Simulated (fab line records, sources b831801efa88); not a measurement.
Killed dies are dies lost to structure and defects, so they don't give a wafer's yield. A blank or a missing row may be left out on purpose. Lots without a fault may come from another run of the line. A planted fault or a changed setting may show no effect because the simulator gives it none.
A struck lot beside a sound one | flow sky130 | 43 steps out of a route of 708
Sound: wafers L228.1, L228.4, L228.5. Struck: wafers L245.3, L245.4, L245.6. The cause comes at the end.
At each step with rows: each side's tool, then ch and its chambers, then its first start. Under that, the readings that differ: sound wafers | struck wafers | difference of the means | sigmas: that difference in standard deviations of wafers without a fault.
alike: readings whose means differ by less than 2 such deviations, and words and numbers that are the same on both sides. not compared: withheld readings, readings that some wafer has no value for, bounds like >300 that may hide the same value, and numbers for which the record gives no deviation and whose values overlap.
The two part at a step that has a row with sigmas, a row that says differs or no value, or rows on one side only. Numbers that don't overlap but have no deviation are shown without sigmas and don't part them. A reading that every wafer of one side lacks parts them only if that side has two wafers or more.

SKY_POLY_GATE_CD_MEAS_22:
  sound on cd_sem-02, day 17 17:58; struck on cd_sem-01, day 23 16:20
  alike: cd_nm
then, 7 steps without rows for these wafers: SKY_LDD_N_DEHYDRATE_00 (time 60 s); SKY_LDD_N_HMDS_01 (prime time 60 s); SKY_LDD_N_COAT_02 (resist thk 300 nm); SKY_LDD_N_SOFTBAKE_03 (time 60 s); SKY_LDD_N_EXPOSE_04 (exposes mask NTM, target cd 840 nm); SKY_LDD_N_PEB_05; SKY_LDD_N_DEVELOP_06 (develop time 60 s).
SKY_LDD_N_OVL_MEAS_07:
  sound on overlay-02, day 18 23:38; struck on overlay-01, day 24 21:44
  alike: LDD_N_OVL
then, 3 steps without rows for these wafers: SKY_LDD_N_IMPLANT_08; SKY_LDD_N_IMPLANT_09; SKY_LDD_N_IMPLANT_10.
SKY_LDD_N_IMPLANT_11:
  sound on implanter-03 ch 0, day 19 00:07; struck on implanter-03 ch 0, day 24 22:16
then, 4 steps without rows for these wafers: SKY_LDD_N_IMPLANT_12; SKY_LDD_N_IMPLANT_13; SKY_LDD_N_IMPLANT_14; SKY_LDD_N_IMPLANT_15.
SKY_LDD_N_STRIP_16: strips in O2/N2.
  sound on plasma_asher-03 ch 0, day 19 00:52; struck on plasma_asher-03 ch 0,1, day 24 23:00
  reading                      | sound             | struck            | difference | sigmas
  strip_time_to_endpoint_s (s) | 4.327 4.327 4.334 | 4.285 4.289 4.287 | -0.042     | -3
  alike: drypump_motor_current_A, oes_product_au
  not compared: rf_hours_counter_h
SKY_LDD_N_TW_MEAS_17:
  sound on film_metro-04, day 19 00:58; struck on film_metro-04, day 24 23:05
  alike: LDD_N_TW
then, 7 steps without rows for these wafers: SKY_LDD_P_DEHYDRATE_00 (time 60 s); SKY_LDD_P_HMDS_01 (prime time 60 s); SKY_LDD_P_COAT_02 (resist thk 1140 nm); SKY_LDD_P_SOFTBAKE_03 (time 60 s); SKY_LDD_P_EXPOSE_04 (exposes mask PSDM, target cd 380 nm); SKY_LDD_P_PEB_05; SKY_LDD_P_DEVELOP_06 (develop time 60 s).
SKY_LDD_P_CD_MEAS_07: target cd 380 nm.
  sound on cd_sem-01, day 20 08:23; struck on cd_sem-01, day 26 04:07
  alike: cd_nm
SKY_LDD_P_OVL_MEAS_08:
  sound on overlay-02, day 20 08:30; struck on overlay-01, day 26 04:13
  alike: LDD_P_OVL
then, 1 step without rows for these wafers: SKY_LDD_P_IMPLANT_09.
SKY_LDD_P_STRIP_10: strips in O2/N2.
  sound on plasma_asher-04 ch 0,1, day 20 08:41; struck on plasma_asher-03 ch 0,1, day 26 04:25
  reading                      | sound             | struck            | difference | sigmas
  strip_time_to_endpoint_s (s) | 14.25 14.22 14.25 | 14.16 14.15 14.15 | -0.09      | -2
  alike: drypump_motor_current_A, oes_product_au
  not compared: rf_hours_counter_h
SKY_LDD_P_TW_MEAS_11:
  sound on film_metro-04, day 20 08:47; struck on film_metro-04, day 26 04:30
  alike: LDD_P_TW
then, 7 steps without rows for these wafers: SKY_LDD_HVN_DEHYDRATE_00 (time 60 s); SKY_LDD_HVN_HMDS_01 (prime time 60 s); SKY_LDD_HVN_COAT_02 (resist thk 300 nm); SKY_LDD_HVN_SOFTBAKE_03 (time 60 s); SKY_LDD_HVN_EXPOSE_04 (exposes mask HVNTM, target cd 700 nm); SKY_LDD_HVN_PEB_05; SKY_LDD_HVN_DEVELOP_06 (develop time 60 s).
SKY_LDD_HVN_OVL_MEAS_07:
  sound on overlay-02, day 21 15:05; struck on overlay-01, day 27 09:09
  alike: LDD_HVN_OVL
then, 1 step without rows for these wafers: SKY_LDD_HVN_IMPLANT_08.
SKY_LDD_HVN_STRIP_09: strips in O2/N2.
  sound on plasma_asher-04 ch 0,1, day 21 15:16; struck on plasma_asher-02 ch 0,1, day 27 09:21
  alike: drypump_motor_current_A, oes_product_au, strip_time_to_endpoint_s
  not compared: rf_hours_counter_h
SKY_LDD_HVN_TW_MEAS_10:
  sound on film_metro-02, day 21 15:22; struck on film_metro-03, day 27 09:26
  reading    | sound          | struck         | difference | sigmas
  LDD_HVN_TW | 1458 1445 1457 | 1432 1436 1436 | -19        | -2
-- the record jumps here: 23 days lie between the struck wafers' starts before and after (it left off in module LDD_HVN and takes up again in module PAD_OPEN, whose first step shown is number 708 of the route) --
SKY_PAD_OPEN_PROBE_99:
  sound on prober-01, day 46 14:27; struck on prober-02, day 50 07:46
  reading                                     | sound               | struck               | difference | sigmas
  model.etest.tip_n.rs_ohm_sq                 | 437.5 440.6 445.2   | 466 460.2 461.7      | +22        |
  model.etest.tip_n.rs_ohm_sq_range           | 15.96 11.21 14.69   | 32.23 33.27 28.24    | +17.29     |
  model.etest.tip_n.rs_ohm_sq_rim_less_centre | 10.19 -0.1002 7.362 | -4.741 -1.001 -10.01 | -11.068    |
  alike: killed_at_M0_to_M3, killed_at_M4_up, killed_at_contacts, killed_at_front_end, killed_at_other, killed_dies, killed_on_rim, killed_open, killed_short

WHERE THEY PART
First at SKY_LDD_N_STRIP_16; last, within this record, at SKY_LDD_HVN_TW_MEAS_10. Later steps at which nothing parts them and some readings are alike: SKY_PAD_OPEN_PROBE_99.

WHY: what the simulator had put in
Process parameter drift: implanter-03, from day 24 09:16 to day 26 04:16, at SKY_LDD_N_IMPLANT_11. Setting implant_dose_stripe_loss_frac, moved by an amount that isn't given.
